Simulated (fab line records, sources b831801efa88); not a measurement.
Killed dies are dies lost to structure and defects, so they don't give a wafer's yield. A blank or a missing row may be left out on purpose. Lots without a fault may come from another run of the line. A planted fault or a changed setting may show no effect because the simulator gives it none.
Which tool did it? | flow gf180mcu | 12 lots, 36 wafers sampled, at 6 steps of a route of 602

WHAT THE GAUGES READ, wafer by wafer
GF_STI_THK_MEAS_22. Usual: STI_OXIDATION_01_THK 15.15 nm, standard deviation 0.28.
lot  | measured    | on            | STI_OXIDATION_01_THK (nm) | flag
L339 | day 2 01:58 | film_metro-02 | 15.22 15.03 15.50         |
L341 | day 2 15:12 | film_metro-03 | 15.53 15.37 15.55         |
L342 | day 2 18:40 | film_metro-03 | 15.19 15.02 15.30         |
L346 | day 3 14:59 | film_metro-02 | 14.90 14.59 15.15         |
L347 | day 3 22:13 | film_metro-02 | 14.60 14.48 14.66         |
L354 | day 5 08:04 | film_metro-02 | 15.03 15.05 14.94         |
L357 | day 5 23:40 | film_metro-03 | 15.16 15.38 15.44         |
L358 | day 6 05:16 | film_metro-03 | 15.76 15.34 15.70         |
L359 | day 6 09:55 | film_metro-01 | 15.12 15.07 15.19         |
L360 | day 6 15:16 | film_metro-03 | 14.97 15.36 15.42         |
L361 | day 6 21:02 | film_metro-03 | 15.46 15.17 15.33         |
L362 | day 7 01:15 | film_metro-02 | 15.26 15.38 15.16         |

GF_MVPSD_TW_MEAS_11. Usual: MVPSD_TW 551.2, standard deviation 2.8.
lot  | measured     | on            | MVPSD_TW          | flag
L339 | day 4 23:10  | film_metro-04 | 552.2 548.2 552.1 |
L341 | day 5 13:07  | film_metro-02 | 556.2 554.8 556.7 |
L342 | day 5 16:43  | film_metro-01 | 549.7 550.8 548.1 |
L346 | day 6 18:35  | film_metro-01 | 551.8 551.9 551.9 |
L347 | day 7 00:51  | film_metro-02 | 551.5 550.1 556.9 |
L354 | day 8 16:34  | film_metro-02 | 554.1 552.8 553.3 |
L357 | day 9 12:37  | film_metro-04 | 565.5 564.2 566.1 | OFF
L358 | day 9 17:28  | film_metro-04 | 568.4 563.7 564.7 | OFF
L359 | day 9 23:55  | film_metro-04 | 564.6 567.4 565.6 | OFF
L360 | day 10 04:50 | film_metro-04 | 547.4 548.1 552.5 |
L361 | day 10 12:21 | film_metro-02 | 555.4 556.3 553.9 |
L362 | day 10 17:28 | film_metro-02 | 554.2 551.5 552.5 |

GF_VT_IMPLANT_OVL_MEAS_29. Usual: VT_IMPLANT_02_OVL 0.7 nm, standard deviation 1.4.
lot  | measured     | on         | VT_IMPLANT_02_OVL (nm) | flag
L339 | day 6 18:27  | overlay-01 | -0.1 -0.5 0.3          |
L341 | day 7 12:50  | overlay-02 | 1.7 3.5 2.4            |
L342 | day 7 13:57  | overlay-02 | 2.0 2.5 1.6            |
L346 | day 8 18:56  | overlay-02 | 0.1 1.6 1.5            |
L347 | day 9 02:38  | overlay-02 | 0.7 2.5 0.6            |
L354 | day 10 22:18 | overlay-02 | 2.6 3.0 2.2            |
L357 | day 11 19:22 | overlay-02 | 1.1 -0.1 0.7           |
L358 | day 12 00:24 | overlay-02 | -1.8 -2.1 -1.6         |
L359 | day 12 07:43 | overlay-02 | -1.6 0.4 -1.3          |
L360 | day 12 14:20 | overlay-01 | 0.9 0.1 3.0            |
L361 | day 12 21:39 | overlay-01 | 0.2 0.4 1.3            |
L362 | day 13 03:17 | overlay-01 | 2.0 2.3 2.2            |

GF_VT_IMPLANT_RS_MEAS_49: measures by four-point-probe. Usual: MVPSD_RS 1167.1 ohm/sq, standard deviation 2.9.
lot  | measured     | on            | MVPSD_RS (ohm/sq)    | flag
L339 | day 7 11:02  | film_metro-04 | 1166.6 1168.7 1163.6 |
L341 | day 8 05:28  | film_metro-02 | 1172.1 1171.2 1170.3 |
L342 | day 8 06:02  | film_metro-01 | 1166.6 1164.0 1165.2 |
L346 | day 9 12:23  | film_metro-01 | 1167.4 1165.7 1167.6 |
L347 | day 9 21:38  | film_metro-04 | 1167.1 1167.5 1171.1 |
L354 | day 11 17:44 | film_metro-01 | 1163.6 1165.8 1165.5 |
L357 | day 12 16:17 | film_metro-01 | 1056.1 1058.8 1056.8 | OFF
L358 | day 12 20:32 | film_metro-02 | 1057.9 1056.4 1058.3 | OFF
L359 | day 13 04:50 | film_metro-04 | 1055.0 1055.0 1053.7 | OFF
L360 | day 13 11:22 | film_metro-02 | 1165.5 1172.2 1166.7 |
L361 | day 13 18:38 | film_metro-02 | 1167.9 1169.2 1172.0 |
L362 | day 14 01:16 | film_metro-04 | 1167.3 1170.5 1168.8 |

WHICH TOOL RAN EACH LOT (tool, then ch and the chambers of the sampled wafers, then the start)
lot  | GF_MVPSD_IMPLANT_09             | GF_VT_IMPLANT_STRIP_31
L339 | implanter-04 ch 0, day 4 22:55  | plasma_asher-04 ch 0,1, day 6 18:38
L341 | implanter-02 ch 0, day 5 12:52  | plasma_asher-04 ch 0,1, day 7 13:01
L342 | implanter-03 ch 0, day 5 16:30  | plasma_asher-04 ch 0,1, day 7 14:10
L346 | implanter-03 ch 0, day 6 18:20  | plasma_asher-02 ch 0,1, day 8 19:08
L347 | implanter-03 ch 0, day 7 00:36  | plasma_asher-03 ch 0,1, day 9 02:50
L354 | implanter-03 ch 0, day 8 16:20  | plasma_asher-03 ch 0,1, day 10 22:31
L357 | implanter-03 ch 0, day 9 12:23  | plasma_asher-02 ch 0,1, day 11 19:35
L358 | implanter-03 ch 0, day 9 17:14  | plasma_asher-03 ch 0,1, day 12 00:37
L359 | implanter-03 ch 0, day 9 23:42  | plasma_asher-02 ch 0,1, day 12 07:55
L360 | implanter-02 ch 0, day 10 04:36 | plasma_asher-02 ch 0,1, day 12 14:31
L361 | implanter-04 ch 0, day 10 12:08 | plasma_asher-02 ch 0,1, day 12 21:52
L362 | implanter-04 ch 0, day 10 17:13 | plasma_asher-03 ch 0,1, day 13 03:28
- GF_MVPSD_IMPLANT_09
- GF_VT_IMPLANT_STRIP_31: strips in O2/N2.

WHAT THE TOOLS THEMSELVES READ (means of the sampled wafers that have a number; where no wafer has one, the mark that the record gives instead)
GF_MVPSD_IMPLANT_09. Usual: dose_ions_cm2 4.998e+12, standard deviation 5.7e+09; faraday_current_uA 28.1, standard deviation 0.53.
lot  | tool         | dose_ions_cm2 | faraday_current_uA | flag
L339 | implanter-04 | 4.991e+12     | 27.9               |
L341 | implanter-02 | 5.001e+12     | 28.6               |
L342 | implanter-03 | 5.005e+12     | 28.3               |
L346 | implanter-03 | 5.001e+12     | 28.6               |
L347 | implanter-03 | 4.999e+12     | 28.1               |
L354 | implanter-03 | 5.002e+12     | 28.7               |
L357 | implanter-03 | 8.075e+12     | 44.9               | OFF
L358 | implanter-03 | 8.071e+12     | 46.2               | OFF
L359 | implanter-03 | 8.080e+12     | 44.9               | OFF
L360 | implanter-02 | 4.993e+12     | 28.1               |
L361 | implanter-04 | 4.998e+12     | 27.7               |
L362 | implanter-04 | 5.001e+12     | 28.5               |

GF_VT_IMPLANT_STRIP_31. Usual: drypump_motor_current_A 5.67 A, standard deviation 0.25; heater_power_w 330 W, standard deviation 18; n2_flow_sccm 300.0 sccm, standard deviation 0.93; oes_product_au 0.717 a.u., standard deviation 0.0051; platen_temp_c 250.03 C, standard deviation 0.19; strip_time_to_endpoint_s 12.62 s, standard deviation 0.033.
lot  | tool            | drypump_motor_current_A (A) | heater_power_w (W) | n2_flow_sccm (sccm) | oes_product_au (a.u.) | platen_temp_c (C) | strip_time_to_endpoint_s (s) | flag
L339 | plasma_asher-04 | 5.87                        | 326                | 299.8               | 0.719                 | 250.13            | 12.60                        |
L341 | plasma_asher-04 | 5.75                        | 327                | 300.0               | 0.718                 | 249.94            | 12.64                        |
L342 | plasma_asher-04 | 5.73                        | 325                | 300.2               | 0.722                 | 250.00            | 12.60                        |
L346 | plasma_asher-02 | 5.48                        | 320                | 300.1               | 0.714                 | 249.98            | 12.60                        |
L347 | plasma_asher-03 | 5.91                        | 350                | 301.0               | 0.718                 | 249.83            | 12.60                        |
L354 | plasma_asher-03 | 5.89                        | 354                | 300.4               | 0.713                 | 250.06            | 12.61                        |
L357 | plasma_asher-02 | 5.35                        | 314                | 299.4               | 0.716                 | 249.98            | 12.62                        |
L358 | plasma_asher-03 | 5.89                        | 358                | 299.8               | 0.717                 | 249.97            | 12.69                        |
L359 | plasma_asher-02 | 5.37                        | 314                | 300.0               | 0.718                 | 249.82            | 12.65                        |
L360 | plasma_asher-02 | 5.47                        | 319                | 300.1               | 0.713                 | 249.98            | 12.68                        |
L361 | plasma_asher-02 | 5.39                        | 312                | 299.4               | 0.718                 | 250.11            | 12.60                        |
L362 | plasma_asher-03 | 5.89                        | 360                | 300.4               | 0.715                 | 250.08            | 12.60                        |

THE ANSWER, worked out from the rows above alone
Rule: a lot is off if the mean of its wafers that have a number lies more than 3 standard deviations from the usual mean. A lot without any number at a reading at which 4 lots or more have one is off too. The other lots that the step has rows for count as sound. The gauges are gone through in route order, then the tools' own readings, and for those a lot's mean is taken as printed above. The first step at which some lot is off is used, and at that step the reading that is off furthest; a lot without a number counts as furthest.
Off: L357, L358, L359, at GF_MVPSD_TW_MEAS_11 (MVPSD_TW).
A tool fits if, at a process step before that reading, it ran every lot that is off, and no sound lot after the first of them. The gauges at GF_MVPSD_TW_MEAS_11 aren't tried: what is off there is off at GF_MVPSD_IMPLANT_09 too, on other tools, and a gauge's error can't cause that. One fits: implanter-03 at GF_MVPSD_IMPLANT_09. Its last sound lot is L354 (day 8 16:20), its first lot that is off L357 (day 9 12:23): a fault that began between those two fits.
The tool's own readings at GF_MVPSD_IMPLANT_09 bear it out: on the lots that are off they differ by more than 5 times the standard deviation of the sound lots' means. dose_ions_cm2 reads 8.075e+12 there against 4.999e+12 on the sound lots; faraday_current_uA reads 45.3 there against 28.3 on the sound lots.

WHAT THE SIMULATOR HAD PUT IN
Process parameter drift: implanter-03, from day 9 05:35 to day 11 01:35, at GF_MVPSD_IMPLANT_09. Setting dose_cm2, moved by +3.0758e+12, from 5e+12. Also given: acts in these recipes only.
Lots struck among those shown: L357, L358, L359. The rule above found the same.
